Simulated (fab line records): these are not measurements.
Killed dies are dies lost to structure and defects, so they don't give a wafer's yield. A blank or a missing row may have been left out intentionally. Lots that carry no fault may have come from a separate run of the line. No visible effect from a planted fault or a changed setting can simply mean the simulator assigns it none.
fab line records | flow sky130
[record] lots = 5 | wafers = 15 | lastDay = 49
route steps=708 shown FIELD_ISO@18 NWELL@32 DNWELL@35
lots with no fault: from the same line, run without faults
startH: hours from the record's opening day to when the first of the lot's shown wafers began | waitH: hours since the lot's step before | " unchanged from the row above | L1.1+2: one row covering several wafers at once | - no value, or no start given | * or withheld: withheld | < > ~ a bound
route shown NAME@n: NAME is a module with steps in the file, n the number in the route of the first one | usual: the fault-free wafers' mean and standard deviation | same: alike in all rows | chamber/n: place in a boat | sites: each site's reading | _std_site: how widely they spread, as a standard deviation | _edge_site: the outer-site mean with the inner-site mean subtracted | radiusMm: for every site, how far away it sits from the centre of the wafer | mask NAME#n: copy n | behind: tool/chamber where the wafer was last shaped | hold: why the lot went on hold/how many hours it stayed there/how the hold came to an end | device: which transistor (n, p or np) failed to switch | end of line: tests run on the same wafers once the route is complete | for a step that has no rows: nothing shown but its recipe | killed: count of dies lost to structure and defects at first sort (not the wafer's yield) | map: shows each die of a wafer: x if killed, . if not, _ if none is there
set.NAME: the setting as run; set.NAME@STEP: as run at that earlier step | model.NAME: the simulator's own value behind a step, which no gauge read
lots seen at some steps along the route; tables by step, rows by wafer
services: the hour from which a tool's chamber was out of use, counted from the record's first day as startH (under 0 if before that day), plus the number of hours and why
[[steps]]
[step SKY_FIELD_ISO_ETCH_17]
[recipe] targetDepthA = 3420 | maskMaterial = Si3N4 | chemistry = HBr/Cl2/O2 | target = Si | taperDeg = 5 | icpW = 600 | biasW = 150 | pressureMtorr = 15 | HBr_flow_sccm = 150 | Cl2_flow_sccm = 40 | O2_flow_sccm = 6 | timeS = 97.7
[usual] drypumpMotorCurrentA = 5.7/0.4 | mfcCl2Sccm = 40.00/0.13 | oesProductAu = 1.003/0.007 | throttleValvePct = 25.654/0.009
lot.wafer | tool     | chamber | startH | waitH | drypumpMotorCurrentA | mfcCl2Sccm | oesProductAu | rfHoursCounterH | throttleValvePct
L081.1    | rieSi-01 | 1       | 66.00  | 0.1   | 5.0                  | 39.96      | 1.017        | 0               | 25.660
L081.5    | "        | 0       | "      | "     | 5.6                  | 39.95      | 0.996        | -               | 25.650
L081.6    | "        | 1       | "      | "     | 5.0                  | 39.76      | 1.003        | -               | 25.643
L083.4    | rieSi-02 | 1       | 75.10  | 0.0   | 6.1                  | 39.94      | 1.003        | 0               | 25.652
L083.5    | "        | 0       | "      | "     | 5.6                  | 39.81      | 1.002        | -               | 25.648
L083.6    | "        | 3       | "      | "     | 5.3                  | 39.98      | 0.992        | -               | 25.662
L090.3    | rieSi-01 | 1       | 113.74 | 0.0   | 5.0                  | 40.01      | 1.010        | 1               | 25.641
L090.4    | "        | 0       | "      | "     | 5.6                  | 39.96      | 0.994        | 3               | 25.661
L090.6    | "        | 0       | "      | "     | 5.7                  | 40.01      | 0.987        | -               | 25.648
L091.2    | rieSi-02 | 0       | 118.52 | 0.1   | 5.6                  | 39.79      | 1.013        | 1               | 25.673
L091.3    | "        | 1       | "      | "     | 6.1                  | 39.90      | 1.008        | 1               | 25.647
L091.5    | "        | 0       | "      | "     | 5.6                  | 39.93      | 1.003        | -               | 25.658
L093.1    | rieSi-02 | 3       | 129.74 | 0.1   | 5.2                  | 40.19      | 0.992        | 60              | 25.645
L093.3    | "        | 2       | "      | "     | 5.8                  | 39.78      | 1.002        | 58              | 25.666
L093.6    | "        | 3       | "      | "     | 5.2                  | 40.13      | 0.984        | -               | 25.661
[step SKY_FIELD_ISO_WET_ETCH_18]
[recipe] chemistry = H3PO4 | targetDepthNm = 25 | tempC = 160 | target = Si3N4 | timeS = 286
lot.wafer  | tool        | chamber | startH | waitH
L081.1+5+6 | wetBench-04 | 0       | 66.07  | 0.0
L083.4+5+6 | wetBench-04 | 2       | 75.17  | 0.0
L090.3+4+6 | wetBench-01 | 2       | 113.81 | 0.0
L091.2+3+5 | wetBench-03 | 2       | 118.59 | 0.0
L093.1+3+6 | wetBench-04 | 1       | 129.81 | 0.0
[step SKY_FIELD_ISO_CLEAN_19]
[recipe] chemistry = SC1/SC2 | mix = 1:4:20 | tempC = 70 | timeS = 150
lot.wafer  | tool        | chamber | startH | waitH
L081.1+5+6 | wetBench-04 | 0       | 66.54  | 0.4
L083.4+5+6 | wetBench-04 | 3       | 75.27  | 0.0
L090.3+4+6 | wetBench-03 | 1       | 113.90 | 0.0
L091.2+3+5 | wetBench-01 | 3       | 118.70 | 0.0
L093.1+3+6 | wetBench-01 | 2       | 129.91 | 0.0
[step SKY_FIELD_ISO_CLEAN_20]
[recipe] chemistry = dHF | timeS = 20 | dilution = 100:1
lot.wafer  | tool        | chamber | startH | waitH
L081.1+5+6 | wetBench-04 | 1       | 66.66  | 0.1
L083.4+5+6 | wetBench-04 | 0       | 75.32  | 0.0
L090.3+4+6 | wetBench-04 | 0       | 113.96 | 0.0
L091.2+3+5 | wetBench-03 | 3       | 118.75 | 0.0
L093.1+3+6 | wetBench-04 | 0       | 129.96 | 0.0
[step SKY_FIELD_ISO_WET_ETCH_21]
[recipe] chemistry = dHF | dilution = 100:1 | targetDepthNm = 20 | dry = ipaMarangoni | target = SiO2 | tempC = 25 | timeS = 400
lot.wafer  | tool        | chamber | startH | waitH
L081.1+5+6 | wetBench-03 | 0       | 66.68  | 0.0
L083.4+5+6 | wetBench-04 | 2       | 75.34  | 0.0
L090.3+4+6 | wetBench-01 | 2       | 113.98 | 0.0
L091.2+3+5 | wetBench-01 | 0       | 118.77 | 0.0
L093.1+3+6 | wetBench-01 | 1       | 129.97 | 0.0
[step SKY_FIELD_ISO_OXIDATION_22]
[recipe] tempC = 950 | ambient = O2 | stabiliseS = 600 | purgeS = 300 | targetThkA = 100 | oxTimeS = 623
[usual] spikeTcBottomC = 970/3.7 | zonePowerLowerPct = 24.1/2.2
lot.wafer | tool       | chamber | startH | waitH | spikeTcBottomC | zonePowerLowerPct
L081.1    | furnace-01 | 0       | 66.80  | 0.0   | 975            | 21.7
L081.5    | "          | 0       | "      | "     | 973            | 21.8
L081.6    | "          | 0       | "      | "     | 974            | 21.5
L083.4    | furnace-02 | 0       | 77.09  | 1.6   | 967            | 26.3
L083.5    | "          | 0       | "      | "     | 966            | 26.0
L083.6    | "          | 0       | "      | "     | 967            | 26.0
L090.3    | furnace-02 | 0       | 114.11 | 0.0   | 968            | 25.7
L090.4    | "          | 0       | "      | "     | 965            | 25.8
L090.6    | "          | 0       | "      | "     | 967            | 25.7
L091.2    | furnace-01 | 0       | 119.93 | 1.0   | 973            | 21.1
L091.3    | "          | 0       | "      | "     | 975            | 21.6
L091.5    | "          | 0       | "      | "     | 973            | 21.2
L093.1    | furnace-02 | 0       | 130.09 | 0.0   | 968            | 25.8
L093.3    | "          | 0       | "      | "     | 968            | 25.7
L093.6    | "          | 0       | "      | "     | 966            | 26.1
[step SKY_FIELD_ISO_THK_MEAS_23]
[recipe] reads = SiO2_of_FIELD_ISO_OXIDATION_22
[usual] FIELD_ISO_OXIDATION_01_THK = 10.03/0.18
lot.wafer | tool         | chamber | startH | waitH | FIELD_ISO_OXIDATION_01_THK[nm]
L081.1    | filmMetro-04 | -       | 67.98  | 0.0   | 10.11
L081.5    | "            | -       | "      | "     | 10.08
L081.6    | "            | -       | "      | "     | 10.03
L083.4    | filmMetro-02 | -       | 78.29  | 0.0   | 10.18
L083.5    | "            | -       | "      | "     | 10.18
L083.6    | "            | -       | "      | "     | 10.17
L090.3    | filmMetro-02 | -       | 115.30 | 0.0   | 10.22
L090.4    | "            | -       | "      | "     | 10.27
L090.6    | "            | -       | "      | "     | 10.16
L091.2    | filmMetro-04 | -       | 121.11 | 0.0   | 10.09
L091.3    | "            | -       | "      | "     | 10.08
L091.5    | "            | -       | "      | "     | 10.00
L093.1    | filmMetro-04 | -       | 131.27 | 0.0   | 10.17
L093.3    | "            | -       | "      | "     | 10.06
L093.6    | "            | -       | "      | "     | 10.14
[step SKY_FIELD_ISO_CVD_24]
[recipe] material = SiO2 | targetThkNm = 595 | tempC = 650 | sigmaOpenFrac = 0.3 | timeS = 99.2 | sih4FlowSccm = 60 | pressureMtorr = 6
lot.wafer  | tool      | chamber | startH | waitH
L081.1+5+6 | hdpcvd-01 | 1,2,0   | 68.04  | 0.1
L083.4+5+6 | hdpcvd-01 | 2,1,0   | 78.36  | 0.1
L090.3+4+6 | hdpcvd-02 | 2,0,1   | 115.34 | 0.0
L091.2+3+5 | hdpcvd-02 | 1,2,0   | 121.16 | 0.0
L093.1+3+6 | hdpcvd-02 | 0,2,1   | 131.33 | 0.1
[step SKY_FIELD_ISO_THK_MEAS_25]
[recipe] reads = SiO2_of_FIELD_ISO_CVD_24
[usual] FIELD_ISO_CVD_24_THK = 597/6.4
lot.wafer | tool         | chamber | startH | waitH | FIELD_ISO_CVD_24_THK[nm]
L081.1    | filmMetro-01 | -       | 68.11  | 0.0   | 588
L081.5    | "            | -       | "      | "     | 591
L081.6    | "            | -       | "      | "     | 596
L083.4    | filmMetro-01 | -       | 78.42  | 0.0   | 597
L083.5    | "            | -       | "      | "     | 596
L083.6    | "            | -       | "      | "     | 589
L090.3    | filmMetro-04 | -       | 115.44 | 0.1   | 596
L090.4    | "            | -       | "      | "     | 601
L090.6    | "            | -       | "      | "     | 601
L091.2    | filmMetro-01 | -       | 121.25 | 0.0   | 602
L091.3    | "            | -       | "      | "     | 597
L091.5    | "            | -       | "      | "     | 595
L093.1    | filmMetro-01 | -       | 131.40 | 0.0   | 600
L093.3    | "            | -       | "      | "     | 606
L093.6    | "            | -       | "      | "     | 606
[step SKY_FIELD_ISO_ANNEAL_26]
[recipe] tempC = 1000 | timeS = 1800 | ambient = N2
[usual] spikeTcBottomC = 1021/3.5 | zonePowerLowerPct = 25.9/2.5
lot.wafer | tool       | chamber | startH | waitH | spikeTcBottomC | zonePowerLowerPct
L081.1    | furnace-02 | 0       | 68.22  | 0.1   | 1016           | 28.6
L081.5    | "          | 0       | "      | "     | 1017           | 29.1
L081.6    | "          | 0       | "      | "     | 1017           | 29.0
L083.4    | furnace-01 | 0       | 79.05  | 0.6   | 1024           | 24.1
L083.5    | "          | 0       | "      | "     | 1021           | 23.8
L083.6    | "          | 0       | "      | "     | 1025           | 23.5
L090.3    | furnace-02 | 0       | 115.48 | 0.0   | 1016           | 29.3
L090.4    | "          | 0       | "      | "     | 1019           | 29.4
L090.6    | "          | 0       | "      | "     | 1018           | 28.9
L091.2    | furnace-01 | 0       | 122.45 | 1.2   | 1025           | 24.3
L091.3    | "          | 0       | "      | "     | 1025           | 23.9
L091.5    | "          | 0       | "      | "     | 1024           | 24.3
L093.1    | furnace-02 | 0       | 131.46 | 0.1   | 1018           | 29.1
L093.3    | "          | 0       | "      | "     | 1016           | 28.8
L093.6    | "          | 0       | "      | "     | 1016           | 28.8
[step SKY_FIELD_ISO_CMP_27]
[recipe] stopOn = Si3N4 | tOverpolishS = 16 | downForcePsi = 4 | platenRpm = 60 | targetThkNm = 457.8 | padVelocityMS = 0.94248
[usual] motorCurrentA = 12.5/1.1 | overpolishRunS = 15.999/0.0088 | timeToEndpointS = 111/4.3
[same] tOverpolishS = 16
lot.wafer | tool   | chamber | startH | waitH | motorCurrentA | overpolishRunS | timeToEndpointS
L081.1    | cmp-01 | 2       | 69.87  | 0.1   | 12.2          | 15.992         | 118
L081.6    | "      | 3       | "      | "     | 12.0          | 15.984         | 121
L081.5    | "      | 0       | "      | "     | 14.0          | 15.993         | 119
L083.4    | cmp-02 | 3       | 80.55  | 0.0   | 12.6          | 16.002         | 105
L083.5    | "      | 3       | "      | "     | 13.5          | 15.994         | 108
L083.6    | "      | 0       | "      | "     | 10.1          | 16.007         | 111
L090.4    | cmp-01 | 2       | 117.03 | 0.1   | 11.6          | 15.996         | 107
L090.3    | "      | 0       | "      | "     | 13.3          | 16.002         | 108
L090.6    | "      | 1       | "      | "     | 12.8          | 16.013         | 106
L091.3    | cmp-02 | 2       | 124.05 | 0.1   | 14.7          | 15.992         | 114
L091.2    | "      | 3       | "      | "     | 13.7          | 15.999         | 110
L091.5    | "      | 0       | "      | "     | 10.6          | 15.999         | 107
L093.3    | cmp-01 | 3       | 132.96 | 0.0   | 12.4          | 15.998         | 120
L093.1    | "      | 2       | "      | "     | 11.7          | 15.990         | 115
L093.6    | "      | 0       | "      | "     | 13.1          | 16.013         | 116
[step SKY_FIELD_ISO_WET_ETCH_28]
[recipe] chemistry = dHF | targetDepthNm = 23.7 | target = SiO2 | dilution = 10:1 | tempC = 25 | timeS = 47
lot.wafer  | tool        | chamber | startH | waitH
L081.1+5+6 | wetBench-04 | 1       | 70.02  | 0.1
L083.4+5+6 | wetBench-03 | 0       | 80.85  | 0.2
L090.3+4+6 | wetBench-04 | 2       | 117.28 | 0.1
L091.2+3+5 | wetBench-04 | 0       | 124.25 | 0.1
L093.1+3+6 | wetBench-04 | 1       | 133.26 | 0.1
[step SKY_FIELD_ISO_WET_ETCH_29]
[recipe] chemistry = H3PO4 | targetDepthNm = 160 | target = Si3N4 | tempC = 160 | timeS = 1825
lot.wafer  | tool        | chamber | startH | waitH
L081.1+5+6 | wetBench-04 | 1       | 70.04  | 0.0
L083.4+5+6 | wetBench-04 | 2       | 80.87  | 0.0
L090.3+4+6 | wetBench-03 | 1       | 117.30 | 0.0
L091.2+3+5 | wetBench-03 | 2       | 124.28 | 0.0
L093.1+3+6 | wetBench-03 | 0       | 133.28 | 0.0
[step SKY_FIELD_ISO_WET_ETCH_30]
[recipe] chemistry = dHF | targetDepthNm = 25 | target = SiO2 | dilution = 10:1 | tempC = 25 | timeS = 50
lot.wafer  | tool        | chamber | startH | waitH
L081.1+5+6 | wetBench-03 | 0       | 70.61  | 0.0
L083.4+5+6 | wetBench-04 | 0       | 81.44  | 0.0
L090.3+4+6 | wetBench-04 | 3       | 117.97 | 0.0
L091.2+3+5 | wetBench-04 | 3       | 125.50 | 0.0
L093.1+3+6 | wetBench-01 | 3       | 133.80 | 0.0
[step SKY_NWELL_CLEAN_00]
[recipe] chemistry = SC1/SC2 | mix = 1:4:20 | tempC = 70 | timeS = 150 | dry = n2Spin
lot.wafer  | tool        | chamber | startH | waitH
L081.1+5+6 | wetBench-04 | 1       | 70.63  | 0.0
L083.4+5+6 | wetBench-04 | 2       | 81.46  | 0.0
L090.3+4+6 | wetBench-01 | 1       | 118.00 | 0.0
L091.2+3+5 | wetBench-01 | 3       | 125.53 | 0.0
L093.1+3+6 | wetBench-04 | 0       | 133.82 | 0.0
[step SKY_NWELL_OXIDATION_01]
[recipe] tempC = 900 | ambient = O2 | stabiliseS = 600 | purgeS = 300 | targetThkA = 100 | oxTimeS = 1418
[usual] spikeTcBottomC = 922/3.4 | zonePowerLowerPct = 20.3/1.9
lot.wafer | tool       | chamber | startH | waitH | spikeTcBottomC | zonePowerLowerPct
L081.1    | furnace-01 | 0       | 71.91  | 1.2   | 922            | 19.2
L081.5    | "          | 0       | "      | "     | 923            | 19.0
L081.6    | "          | 0       | "      | "     | 925            | 18.7
L083.4    | furnace-02 | 0       | 81.63  | 0.1   | 918            | 23.0
L083.5    | "          | 0       | "      | "     | 918            | 22.7
L083.6    | "          | 0       | "      | "     | 916            | 23.1
L090.3    | furnace-02 | 0       | 118.82 | 0.8   | 917            | 22.7
L090.4    | "          | 0       | "      | "     | 917            | 23.2
L090.6    | "          | 0       | "      | "     | 916            | 22.7
L091.2    | furnace-01 | 0       | 126.25 | 0.7   | 924            | 18.6
L091.3    | "          | 0       | "      | "     | 923            | 19.1
L091.5    | "          | 0       | "      | "     | 925            | 18.9
L093.1    | furnace-01 | 0       | 137.00 | 3.1   | 923            | 18.9
L093.3    | "          | 0       | "      | "     | 924            | 18.9
L093.6    | "          | 0       | "      | "     | 925            | 19.3
[step SKY_NWELL_THK_MEAS_02]
[recipe] reads = SiO2_of_NWELL_OXIDATION_01
[usual] NWELL_OXIDATION_THK = 10.12/0.16
lot.wafer | tool         | chamber | startH | waitH | NWELL_OXIDATION_THK[nm]
L081.1    | filmMetro-01 | -       | 73.30  | 0.0   | 10.35
L081.5    | "            | -       | "      | "     | 10.38
L081.6    | "            | -       | "      | "     | 10.20
L083.4    | filmMetro-03 | -       | 83.06  | 0.0   | 9.99
L083.5    | "            | -       | "      | "     | 10.17
L083.6    | "            | -       | "      | "     | 10.22
L090.3    | filmMetro-01 | -       | 120.24 | 0.0   | 10.18
L090.4    | "            | -       | "      | "     | 9.99
L090.6    | "            | -       | "      | "     | 10.34
L091.2    | filmMetro-01 | -       | 127.65 | 0.0   | 10.27
L091.3    | "            | -       | "      | "     | 10.25
L091.5    | "            | -       | "      | "     | 10.23
L093.1    | filmMetro-01 | -       | 138.40 | 0.0   | 10.05
L093.3    | "            | -       | "      | "     | 10.22
L093.6    | "            | -       | "      | "     | 10.00
[step SKY_DNWELL_DEHYDRATE_00]
[recipe] tempC = 200 | timeS = 60
[usual] plateTempC = 199.97/0.14 | resistLineTempC = 22.99/0.11
lot.wafer | tool          | chamber | startH | waitH | plateTempC | resistLineTempC
L081.1    | lithoTrack-02 | 0       | 80.32  | 7.0   | 199.92     | 22.95
L081.5    | "             | 0       | "      | "     | 199.89     | 23.06
L081.6    | "             | 0       | "      | "     | 199.94     | 22.98
L083.4    | lithoTrack-02 | 0       | 91.54  | 8.5   | 199.89     | 23.11
L083.5    | "             | 0       | "      | "     | 199.76     | 23.00
L083.6    | "             | 0       | "      | "     | 199.73     | 22.88
L090.3    | lithoTrack-02 | 0       | 129.57 | 9.3   | 200.04     | 23.01
L090.4    | "             | 0       | "      | "     | 200.20     | 23.08
L090.6    | "             | 0       | "      | "     | 200.04     | 23.07
L091.2    | lithoTrack-02 | 0       | 137.19 | 9.5   | 200.08     | 22.94
L091.3    | "             | 0       | "      | "     | 199.96     | 23.01
L091.5    | "             | 0       | "      | "     | 200.09     | 22.93
L093.1    | lithoTrack-01 | 0       | 147.12 | 8.7   | 200.28     | 22.91
L093.3    | "             | 0       | "      | "     | 200.06     | 22.96
L093.6    | "             | 0       | "      | "     | 200.05     | 22.83
[step SKY_DNWELL_HMDS_01]
[recipe] primeTimeS = 60 | primeTempC = 120
[usual] resistLineTempC = 22.99/0.12
lot.wafer | tool          | chamber | startH | waitH | resistLineTempC
L081.1    | lithoTrack-02 | 0       | 80.47  | 0.1   | 23.03
L081.5    | "             | 0       | "      | "     | 23.13
L081.6    | "             | 0       | "      | "     | 23.20
L083.4    | lithoTrack-02 | 0       | 91.69  | 0.1   | 23.09
L083.5    | "             | 0       | "      | "     | 22.87
L083.6    | "             | 0       | "      | "     | 23.01
L090.3    | lithoTrack-02 | 0       | 129.72 | 0.1   | 22.94
L090.4    | "             | 0       | "      | "     | 23.01
L090.6    | "             | 0       | "      | "     | 22.75
L091.2    | lithoTrack-02 | 0       | 137.34 | 0.1   | 22.92
L091.3    | "             | 0       | "      | "     | 22.94
L091.5    | "             | 0       | "      | "     | 22.99
L093.1    | lithoTrack-01 | 0       | 147.27 | 0.1   | 22.99
L093.3    | "             | 0       | "      | "     | 22.87
L093.6    | "             | 0       | "      | "     | 22.91
[step SKY_DNWELL_COAT_02]
[recipe] spinRpm = 2000 | resistThkNm = 3000
[usual] resistLineTempC = 22.99/0.091
lot.wafer | tool          | chamber | startH | waitH | resistLineTempC
L081.1    | lithoTrack-02 | 0       | 80.62  | 0.1   | 23.08
L081.5    | "             | 0       | "      | "     | 23.04
L081.6    | "             | 0       | "      | "     | 22.96
L083.4    | lithoTrack-02 | 0       | 91.84  | 0.1   | 23.09
L083.5    | "             | 0       | "      | "     | 23.02
L083.6    | "             | 0       | "      | "     | 22.91
L090.3    | lithoTrack-02 | 0       | 129.87 | 0.1   | 22.92
L090.4    | "             | 0       | "      | "     | 23.07
L090.6    | "             | 0       | "      | "     | 23.00
L091.2    | lithoTrack-02 | 0       | 137.49 | 0.1   | 22.87
L091.3    | "             | 0       | "      | "     | 23.10
L091.5    | "             | 0       | "      | "     | 23.30
L093.1    | lithoTrack-01 | 0       | 147.42 | 0.1   | 22.96
L093.3    | "             | 0       | "      | "     | 22.87
L093.6    | "             | 0       | "      | "     | 23.00
[step SKY_DNWELL_SOFTBAKE_03]
[recipe] tempC = 110 | timeS = withheld
[usual] plateTempC = 109.99/0.14 | resistLineTempC = 22.99/0.11
lot.wafer | tool          | chamber | startH | waitH | plateTempC | resistLineTempC
L081.1    | lithoTrack-02 | 0       | 80.77  | 0.1   | 109.87     | 23.01
L081.5    | "             | 0       | "      | "     | 109.70     | 23.14
L081.6    | "             | 0       | "      | "     | 110.11     | 22.92
L083.4    | lithoTrack-02 | 0       | 92.02  | 0.1   | 110.00     | 22.95
L083.5    | "             | 0       | "      | "     | 109.74     | 23.15
L083.6    | "             | 0       | "      | "     | 109.88     | 22.97
L090.3    | lithoTrack-02 | 0       | 130.04 | 0.1   | 109.87     | 22.81
L090.4    | "             | 0       | "      | "     | 110.06     | 22.95
L090.6    | "             | 0       | "      | "     | 109.86     | 22.91
L091.2    | lithoTrack-02 | 0       | 137.65 | 0.1   | 110.05     | 23.23
L091.3    | "             | 0       | "      | "     | 110.12     | 23.15
L091.5    | "             | 0       | "      | "     | 110.12     | 23.04
L093.1    | lithoTrack-01 | 0       | 147.57 | 0.1   | 109.93     | 22.88
L093.3    | "             | 0       | "      | "     | 109.99     | 22.87
L093.6    | "             | 0       | "      | "     | 109.93     | 22.96
[step SKY_DNWELL_EXPOSE_04]
[recipe] maskId = DNM | na = 0.57 | targetCdNm = 3000 | doseMj = 222
[same] na = 0.57
lot.wafer  | tool            | chamber | startH | waitH | mask
L081.1+5+6 | ilineStepper-02 | 0       | -      | -     | DNM#0
L083.4+5+6 | ilineStepper-02 | 0       | -      | -     | DNM#0
L090.3+4+6 | ilineStepper-02 | 0       | -      | -     | DNM#0
L091.2+3+5 | ilineStepper-01 | 0       | -      | -     | DNM#0
L093.1+3+6 | ilineStepper-02 | 0       | -      | -     | DNM#0
[step SKY_DNWELL_PEB_05]
[recipe] tempC = 115 | timeS = withheld
[usual] plateTempC = 115.00/0.15 | resistLineTempC = 23.00/0.1
lot.wafer | tool          | chamber | startH | waitH | plateTempC | resistLineTempC
L081.1    | lithoTrack-02 | 0       | -      | -     | 114.66     | 23.05
L081.5    | "             | 0       | "      | "     | 114.83     | 23.14
L081.6    | "             | 0       | "      | "     | 114.72     | 23.37
L083.4    | lithoTrack-03 | 0       | -      | -     | 115.18     | 22.92
L083.5    | "             | 0       | "      | "     | 115.07     | 22.94
L083.6    | "             | 0       | "      | "     | 115.12     | 23.07
L090.3    | lithoTrack-03 | 0       | -      | -     | 115.16     | 23.05
L090.4    | "             | 0       | "      | "     | 114.98     | 22.90
L090.6    | "             | 0       | "      | "     | 114.93     | 22.84
L091.2    | lithoTrack-02 | 0       | -      | -     | 115.01     | 22.94
L091.3    | "             | 0       | "      | "     | 115.14     | 23.02
L091.5    | "             | 0       | "      | "     | 115.10     | 23.09
L093.1    | lithoTrack-02 | 0       | -      | -     | 115.06     | 22.97
L093.3    | "             | 0       | "      | "     | 115.01     | 23.04
L093.6    | "             | 0       | "      | "     | 114.95     | 23.08
[step SKY_DNWELL_DEVELOP_06]
[recipe] wallAngleDeg = 90 | developer = TMAH | developTimeS = 60 | devTempC = 23
[usual] developerTempC = 23.03/0.12 | resistLineTempC = 22.99/0.12
lot.wafer | tool          | chamber | startH | waitH | developerTempC | resistLineTempC
L081.1    | lithoTrack-02 | 0       | -      | -     | 22.93          | 23.02
L081.5    | "             | 0       | "      | "     | 22.88          | 22.90
L081.6    | "             | 0       | "      | "     | 22.84          | 23.01
L083.4    | lithoTrack-03 | 0       | -      | -     | 23.08          | 23.24
L083.5    | "             | 0       | "      | "     | 22.99          | 22.96
L083.6    | "             | 0       | "      | "     | 22.93          | 23.01
L090.3    | lithoTrack-03 | 0       | -      | -     | 23.00          | 23.13
L090.4    | "             | 0       | "      | "     | 22.89          | 23.03
L090.6    | "             | 0       | "      | "     | 22.97          | 23.04
L091.2    | lithoTrack-02 | 0       | -      | -     | 23.03          | 23.05
L091.3    | "             | 0       | "      | "     | 22.98          | 22.96
L091.5    | "             | 0       | "      | "     | 23.01          | 22.91
L093.1    | lithoTrack-02 | 0       | -      | -     | 22.88          | 22.94
L093.3    | "             | 0       | "      | "     | 22.97          | 23.09
L093.6    | "             | 0       | "      | "     | 23.03          | 23.01
[[services]]
tool            | chamber | startH | hours | kind
rieSi-01        | 2       | 43.01  | 8.7   | repair
hdpcvd-02       | -       | 43.14  | 1.6   | repair
cmp-01          | -       | 64.00  | 4.0   | pm
rieSi-01        | 3       | 64.17  | 2.6   | repair
hdpcvd-02       | -       | 66.75  | 15.0  | pm
hdpcvd-02       | 0       | 66.75  | 15.0  | ventCycle
hdpcvd-02       | 1       | 66.75  | 15.0  | ventCycle
hdpcvd-02       | 2       | 66.75  | 15.0  | ventCycle
cmp-01          | -       | 68.00  | -     | consumableReplace:conditioner
cmp-01          | -       | 68.00  | -     | consumableReplace:pad
ilineStepper-01 | -       | 68.98  | 36.3  | repair
wetBench-01     | -       | 71.15  | 1.0   | repair
furnace-02      | -       | 71.63  | 2.8   | pm
hdpcvd-02       | -       | 81.75  | 2.8   | pm
hdpcvd-02       | 0       | 81.75  | -     | clean
furnace-02      | -       | 83.03  | 3.4   | pm
cmp-02          | -       | 85.35  | 1.7   | repair
cmp-02          | -       | 92.20  | 0.6   | repair
wetBench-01     | -       | 97.22  | 1.9   | pm
ilineStepper-01 | -       | 105.33 | 1.7   | pm
cmp-02          | -       | 116.56 | 1.6   | repair
ilineStepper-02 | -       | 120.65 | 1.7   | pm
hdpcvd-01       | 1       | 123.58 | 17.3  | repair
furnace-01      | -       | 132.08 | 4.9   | pm
[[key]]
fault none
